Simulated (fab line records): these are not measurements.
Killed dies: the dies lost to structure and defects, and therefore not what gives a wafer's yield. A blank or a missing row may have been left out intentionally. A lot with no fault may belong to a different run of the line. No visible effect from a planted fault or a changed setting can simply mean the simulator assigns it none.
One fault seen from 2 desks    flow sky130    what lay behind the numbers comes last; until then each desk has only its own

## FROM THE METROLOGY DESK
What the gauges read for every lot (on any tool): the sampled wafers with a number, averaged. A lot is out of limits, marked OUT, if its mean lies more than 4 standard deviations from the usual mean; the brackets give that distance.
Columns: A = LI_CONTACT_HDPCVD_THK at SKY_LI_CONTACT_THK_MEAS_01, usual 930 nm; B = LI_CONTACT_BOW at SKY_LI_CONTACT_BOW_MEAS_03, usual 55 um; C = cd nm at SKY_LI_CONTACT_CD_MEAS_12, usual 170.1 nm; D = LI_CONTACT_OVL at SKY_LI_CONTACT_OVL_MEAS_13, usual -3 nm
lot   first seen here  A    B   C      D
L920  day 30 14:22     910  64  165.9  -8
L925  day 32 09:07     940  56  166.7  -8
L928  day 33 11:39     944  57  169.5  -6
L933  day 35 01:07     929  52  171.5  -4
L934  day 35 02:21     924  47  169.9  3
L935  day 35 06:36     933  56  171.3  6
This desk's finding: nothing out of limits on any of the 6 lots.

## AT THE TOOL OWNER'S DESK: litho track-03
The tool's own readings at SKY_LI_CONTACT_DEVELOP_11 (develop time 60 s): means of the sampled wafers that have a number, for each lot that ran on this tool. A lot is out of limits, marked OUT, if its mean lies more than 4 standard deviations from the usual mean; the brackets give that distance.
Columns: A = exhaust pa at SKY_LI_CONTACT_DEVELOP_11, usual 45.2 Pa
lot   first seen here  A
L920  day 31 18:00     43.8
L925  day 33 11:00     44.7
L933  day 36 03:00     46.9
This desk's finding: nothing out of limits on any of the 3 lots.

## PUT TOGETHER
Nothing out of limits was seen by the metrology desk.
The desk of the tool owner found nothing out of limits.

## WHAT HAD BEEN PUT IN BY THE SIMULATOR
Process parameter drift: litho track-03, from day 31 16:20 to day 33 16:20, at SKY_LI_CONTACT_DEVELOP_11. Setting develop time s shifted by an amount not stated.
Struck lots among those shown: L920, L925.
